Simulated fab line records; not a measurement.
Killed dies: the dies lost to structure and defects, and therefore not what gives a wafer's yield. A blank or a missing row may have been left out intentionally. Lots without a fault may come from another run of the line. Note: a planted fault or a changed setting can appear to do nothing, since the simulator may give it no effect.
Which tool is to blame? / flow gf180mcu / 39 wafers from 13 lots sampled at 6 of the route's 602 steps

WHAT THE GAUGES READ, wafer by wafer
GF_VT_IMPLANT_TW_MEAS_10. Usual: VT_IMPLANT_TW typically reads 562, with standard deviation 3.2.
lot=L852; measured=day 5 16:07; on=film-metro-04; VT_IMPLANT_TW=564 566 563; flag=
lot=L854; measured=day 6 04:43; on=film-metro-04; VT_IMPLANT_TW=561 561 561; flag=
lot=L855; measured=day 6 09:50; on=film-metro-04; VT_IMPLANT_TW=559 561 562; flag=
lot=L856; measured=day 6 16:34; on=film-metro-04; VT_IMPLANT_TW=561 560 565; flag=
lot=L858; measured=day 7 06:41; on=film-metro-03; VT_IMPLANT_TW=560 560 561; flag=
lot=L859; measured=day 7 10:38; on=film-metro-04; VT_IMPLANT_TW=568 566 568; flag=
lot=L862; measured=day 8 04:16; on=film-metro-03; VT_IMPLANT_TW=558 559 559; flag=
lot=L866; measured=day 8 17:49; on=film-metro-04; VT_IMPLANT_TW=561 557 562; flag=
lot=L869; measured=day 9 11:40; on=film-metro-04; VT_IMPLANT_TW=559 562 561; flag=
lot=L870; measured=day 9 16:43; on=film-metro-04; VT_IMPLANT_TW=561 563 561; flag=
lot=L872; measured=day 10 03:01; on=film-metro-01; VT_IMPLANT_TW=562 568 565; flag=
lot=L873; measured=day 10 11:05; on=film-metro-01; VT_IMPLANT_TW=565 564 566; flag=
lot=L875; measured=day 10 23:23; on=film-metro-04; VT_IMPLANT_TW=560 561 561; flag=

GF_VT_IMPLANT_OVL_MEAS_18. Usual: VT_IMPLANT_01_OVL typically reads 1.5 nm, with standard deviation 1.3.
lot=L852; measured=day 6 06:28; on=overlay-01; VT_IMPLANT_01_OVL (nm)=0.2 0.5 0.9; flag=
lot=L854; measured=day 6 19:01; on=overlay-02; VT_IMPLANT_01_OVL (nm)=4.0 2.6 4.1; flag=
lot=L855; measured=day 7 00:38; on=overlay-01; VT_IMPLANT_01_OVL (nm)=2.3 4.4 2.8; flag=
lot=L856; measured=day 7 07:43; on=overlay-01; VT_IMPLANT_01_OVL (nm)=2.7 2.1 1.7; flag=
lot=L858; measured=day 7 21:09; on=overlay-01; VT_IMPLANT_01_OVL (nm)=0.5 2.8 0.3; flag=
lot=L859; measured=day 8 01:28; on=overlay-01; VT_IMPLANT_01_OVL (nm)=1.4 1.9 1.8; flag=
lot=L862; measured=day 8 14:31; on=overlay-02; VT_IMPLANT_01_OVL (nm)=0.7 0.7 1.0; flag=
lot=L866; measured=day 9 07:26; on=overlay-02; VT_IMPLANT_01_OVL (nm)=-0.5 2.8 0.9; flag=
lot=L869; measured=day 10 04:22; on=overlay-01; VT_IMPLANT_01_OVL (nm)=- - -; flag=OFF
lot=L870; measured=day 10 10:31; on=overlay-02; VT_IMPLANT_01_OVL (nm)=- - -; flag=OFF
lot=L872; measured=day 10 21:02; on=overlay-01; VT_IMPLANT_01_OVL (nm)=- - -; flag=OFF
lot=L873; measured=day 11 06:14; on=overlay-02; VT_IMPLANT_01_OVL (nm)=-0.4 2.0 0.3; flag=
lot=L875; measured=day 11 17:20; on=overlay-01; VT_IMPLANT_01_OVL (nm)=-0.2 1.3 0.8; flag=

GF_VT_IMPLANT_TW_MEAS_21. Usual: VT_IMPLANT_2_TW typically reads 1210, with standard deviation 7.5.
lot=L852; measured=day 6 06:45; on=film-metro-01; VT_IMPLANT_2_TW=1218 1219 1224; flag=
lot=L854; measured=day 6 19:19; on=film-metro-03; VT_IMPLANT_2_TW=1210 1205 1203; flag=
lot=L855; measured=day 7 00:55; on=film-metro-04; VT_IMPLANT_2_TW=1223 1223 1220; flag=
lot=L856; measured=day 7 08:03; on=film-metro-01; VT_IMPLANT_2_TW=1205 1213 1217; flag=
lot=L858; measured=day 7 21:27; on=film-metro-03; VT_IMPLANT_2_TW=1213 1217 1213; flag=
lot=L859; measured=day 8 01:46; on=film-metro-04; VT_IMPLANT_2_TW=1212 1206 1211; flag=
lot=L862; measured=day 8 14:48; on=film-metro-03; VT_IMPLANT_2_TW=1197 1206 1204; flag=
lot=L866; measured=day 9 07:44; on=film-metro-04; VT_IMPLANT_2_TW=1206 1212 1207; flag=
lot=L869; measured=day 10 04:39; on=film-metro-04; VT_IMPLANT_2_TW=30 30 30; flag=OFF
lot=L870; measured=day 10 10:55; on=film-metro-01; VT_IMPLANT_2_TW=30 30 30; flag=OFF
lot=L872; measured=day 10 21:19; on=film-metro-04; VT_IMPLANT_2_TW=30 30 30; flag=OFF
lot=L873; measured=day 11 06:31; on=film-metro-04; VT_IMPLANT_2_TW=1202 1205 1203; flag=
lot=L875; measured=day 11 17:38; on=film-metro-03; VT_IMPLANT_2_TW=1212 1205 1207; flag=

GF_VT_IMPLANT_TW_MEAS_32. Usual: VT_IMPLANT_3_TW typically reads 267.6, with standard deviation 1.5.
lot=L852; measured=day 6 21:45; on=film-metro-04; VT_IMPLANT_3_TW=267.1 268.8 267.7; flag=
lot=L854; measured=day 7 10:55; on=film-metro-01; VT_IMPLANT_3_TW=268.8 269.5 267.3; flag=
lot=L855; measured=day 7 16:46; on=film-metro-01; VT_IMPLANT_3_TW=268.0 267.6 268.9; flag=
lot=L856; measured=day 7 23:17; on=film-metro-01; VT_IMPLANT_3_TW=268.8 269.2 269.7; flag=
lot=L858; measured=day 8 09:56; on=film-metro-03; VT_IMPLANT_3_TW=266.8 266.3 266.7; flag=
lot=L859; measured=day 8 12:29; on=film-metro-03; VT_IMPLANT_3_TW=265.6 267.7 265.2; flag=
lot=L862; measured=day 9 02:19; on=film-metro-03; VT_IMPLANT_3_TW=266.9 266.7 266.3; flag=
lot=L866; measured=day 10 01:02; on=film-metro-01; VT_IMPLANT_3_TW=269.1 268.6 269.5; flag=
lot=L869; measured=day 10 23:04; on=film-metro-04; VT_IMPLANT_3_TW=267.1 268.4 267.1; flag=
lot=L870; measured=day 11 06:13; on=film-metro-04; VT_IMPLANT_3_TW=266.4 265.9 266.0; flag=
lot=L872; measured=day 11 16:05; on=film-metro-04; VT_IMPLANT_3_TW=267.4 266.5 266.7; flag=
lot=L873; measured=day 12 00:55; on=film-metro-04; VT_IMPLANT_3_TW=266.2 265.2 267.7; flag=
lot=L875; measured=day 12 12:43; on=film-metro-03; VT_IMPLANT_3_TW=267.3 267.3 267.0; flag=

WHAT TOOL EACH LOT RAN ON (gives the tool, then ch and the chambers of the sampled wafers, and finally the start)
lot=L852; GF_STI_ETCH_14=rie-si-01 ch 1,3, day 2 01:16; GF_VT_IMPLANT_DEVELOP_17=litho-track-04 ch 0, day 6 06:19
lot=L854; GF_STI_ETCH_14=rie-si-02 ch 0,2,3, day 2 12:40; GF_VT_IMPLANT_DEVELOP_17=litho-track-03 ch 0, day 6 18:52
lot=L855; GF_STI_ETCH_14=rie-si-02 ch 2,3, day 2 16:33; GF_VT_IMPLANT_DEVELOP_17=litho-track-04 ch 0, day 7 00:31
lot=L856; GF_STI_ETCH_14=rie-si-02 ch 2,3, day 2 22:13; GF_VT_IMPLANT_DEVELOP_17=litho-track-04 ch 0, day 7 07:35
lot=L858; GF_STI_ETCH_14=rie-si-01 ch 2,3, day 3 08:04; GF_VT_IMPLANT_DEVELOP_17=litho-track-01 ch 0, day 7 21:04
lot=L859; GF_STI_ETCH_14=rie-si-02 ch 0,1,3, day 3 13:55; GF_VT_IMPLANT_DEVELOP_17=litho-track-04 ch 0, day 8 01:20
lot=L862; GF_STI_ETCH_14=rie-si-02 ch 0,1,2, day 4 05:28; GF_VT_IMPLANT_DEVELOP_17=litho-track-04 ch 0, day 8 14:22
lot=L866; GF_STI_ETCH_14=rie-si-01 ch 0,2,3, day 5 02:16; GF_VT_IMPLANT_DEVELOP_17=litho-track-01 ch 0, day 9 07:19
lot=L869; GF_STI_ETCH_14=rie-si-02 ch 0,1,2, day 5 17:40; GF_VT_IMPLANT_DEVELOP_17=litho-track-04 ch 0, day 10 04:13
lot=L870; GF_STI_ETCH_14=rie-si-01 ch 0,1,2, day 5 22:16; GF_VT_IMPLANT_DEVELOP_17=litho-track-04 ch 0, day 10 10:22
lot=L872; GF_STI_ETCH_14=rie-si-02 ch 0,1, day 6 08:34; GF_VT_IMPLANT_DEVELOP_17=litho-track-04 ch 0, day 10 20:55
lot=L873; GF_STI_ETCH_14=rie-si-01 ch 0,1, day 6 15:52; GF_VT_IMPLANT_DEVELOP_17=litho-track-03 ch 0, day 11 06:06
lot=L875; GF_STI_ETCH_14=rie-si-01 ch 1,3, day 7 00:31; GF_VT_IMPLANT_DEVELOP_17=litho-track-01 ch 0, day 11 17:14
- GF_STI_ETCH_14: etches Si in HBr/Cl2/O2, target depth 360 nm, time 102.9 s.
- GF_VT_IMPLANT_DEVELOP_17: develop time 60 s.

WHAT THE TOOLS THEMSELVES READ (means of the sampled wafers that have a number; where no wafer has one, the mark that the record gives instead)
GF_STI_ETCH_14. Usual: drypump-motor-current-A 5.96 A, standard deviation 0.3; oes-product-au 1.002 a.u., standard deviation 0.0095; throttle-valve-pct 25.654 %, standard deviation 0.011.
lot=L852; tool=rie-si-01; drypump-motor-current-A (A)=6.06; oes-product-au (a.u.)=1.008; throttle-valve-pct (%)=25.647; flag=
lot=L854; tool=rie-si-02; drypump-motor-current-A (A)=6.15; oes-product-au (a.u.)=0.999; throttle-valve-pct (%)=25.657; flag=
lot=L855; tool=rie-si-02; drypump-motor-current-A (A)=6.24; oes-product-au (a.u.)=1.003; throttle-valve-pct (%)=25.647; flag=
lot=L856; tool=rie-si-02; drypump-motor-current-A (A)=6.09; oes-product-au (a.u.)=1.008; throttle-valve-pct (%)=25.649; flag=
lot=L858; tool=rie-si-01; drypump-motor-current-A (A)=6.10; oes-product-au (a.u.)=1.008; throttle-valve-pct (%)=25.647; flag=
lot=L859; tool=rie-si-02; drypump-motor-current-A (A)=5.81; oes-product-au (a.u.)=1.000; throttle-valve-pct (%)=25.659; flag=
lot=L862; tool=rie-si-02; drypump-motor-current-A (A)=5.96; oes-product-au (a.u.)=0.997; throttle-valve-pct (%)=25.667; flag=
lot=L866; tool=rie-si-01; drypump-motor-current-A (A)=5.98; oes-product-au (a.u.)=0.997; throttle-valve-pct (%)=25.658; flag=
lot=L869; tool=rie-si-02; drypump-motor-current-A (A)=5.95; oes-product-au (a.u.)=0.992; throttle-valve-pct (%)=25.657; flag=
lot=L870; tool=rie-si-01; drypump-motor-current-A (A)=5.87; oes-product-au (a.u.)=1.006; throttle-valve-pct (%)=25.651; flag=
lot=L872; tool=rie-si-02; drypump-motor-current-A (A)=5.62; oes-product-au (a.u.)=0.990; throttle-valve-pct (%)=25.669; flag=
lot=L873; tool=rie-si-01; drypump-motor-current-A (A)=5.84; oes-product-au (a.u.)=1.011; throttle-valve-pct (%)=25.653; flag=
lot=L875; tool=rie-si-01; drypump-motor-current-A (A)=6.07; oes-product-au (a.u.)=1.006; throttle-valve-pct (%)=25.656; flag=

THE ANSWER, worked out from the rows above alone
Rule: lot off if the mean of its wafers having a number is beyond 3 standard deviations from the usual mean. Also off: a lot with no number at a reading for which 4 or more lots have one. Where the step has rows for the other lots, those lots are counted as sound. The gauges are gone through in route order, then the tools' own readings, and for those a lot's mean is taken as printed above. At the first step where some lot is off, the reading lying furthest off is the one used; lots without a number count as furthest.
Off: at GF_VT_IMPLANT_OVL_MEAS_18 (VT_IMPLANT_01_OVL), L869, L870, L872. Without a number there: L869, L870, L872.
If a tool, at a process step before that reading, ran all the lots that are off and no sound lot after the first of them, it fits. The gauges at GF_VT_IMPLANT_OVL_MEAS_18 aren't tried: what is off there is off at GF_VT_IMPLANT_TW_MEAS_21 too, on other tools, and a gauge's error can't cause that. One candidate fits, namely litho-track-04 at GF_VT_IMPLANT_DEVELOP_17. Its last sound lot is L862 (day 8 14:22), its first lot that is off L869 (day 10 04:13): a fault that began between those two fits.

WHAT HAD BEEN PUT IN BY THE SIMULATOR
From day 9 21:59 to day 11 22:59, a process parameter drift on litho-track-04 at GF_VT_IMPLANT_DEVELOP_17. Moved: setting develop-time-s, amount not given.
Lots struck among those shown: L869, L870, L872. The rule above reached the same finding.
